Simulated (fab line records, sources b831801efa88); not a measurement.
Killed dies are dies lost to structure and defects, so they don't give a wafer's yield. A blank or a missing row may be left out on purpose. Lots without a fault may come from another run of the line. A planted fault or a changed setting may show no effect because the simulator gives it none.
Which tool did it? | flow sky130 | 12 lots, 36 wafers sampled, at 1 step of a route of 708

WHAT THE GAUGES READ, wafer by wafer
SKY_CAPM_RS_MEAS_03: measures by four-point-probe.
lot  | measured     | on            | CAPM_TIN_RS (ohm/sq)
L075 | day 36 19:21 | film_metro-01 | 6.85 6.85 6.88
L077 | day 38 01:46 | film_metro-01 | 6.77 6.85 6.84
L078 | day 38 05:25 | film_metro-04 | 6.99 6.94 6.90
L081 | day 38 10:19 | film_metro-03 | 6.86 6.94 6.88
L083 | day 39 07:03 | film_metro-04 | 6.79 6.79 6.87
L084 | day 39 15:19 | film_metro-03 | 6.91 6.89 6.89
L089 | day 41 11:19 | film_metro-03 | 6.87 6.76 6.82
L088 | day 41 12:55 | film_metro-03 | 6.85 6.83 6.82
L091 | day 41 16:11 | film_metro-03 | 6.91 6.91 6.91
L093 | day 41 20:22 | film_metro-01 | 6.83 6.88 6.81
L095 | day 42 14:35 | film_metro-04 | 6.80 6.85 6.80
L097 | day 42 21:16 | film_metro-01 | 6.88 6.90 6.84

WHICH TOOL RAN EACH LOT (tool, then ch and the chambers of the sampled wafers, then the start)
The record holds no process step before these readings.

THE ANSWER, worked out from the rows above alone
Rule: what is usual is taken from the lots themselves. Put in order of their means at a reading, lots are off if they are a third of the lots or fewer, leave a main group of 4 or more, and stand apart from it by a gap of 3 or more times the standard deviation of the main group's means; of several such gaps the widest counts. A main group whose means are all the same, to the digits that the tables above print for the reading, isn't used. A lot without any number at a reading at which 4 lots or more have one is off too. The other lots that the step has rows for count as sound.
No lot is off at any reading shown: from this, nothing can be told.

WHAT THE SIMULATOR HAD PUT IN
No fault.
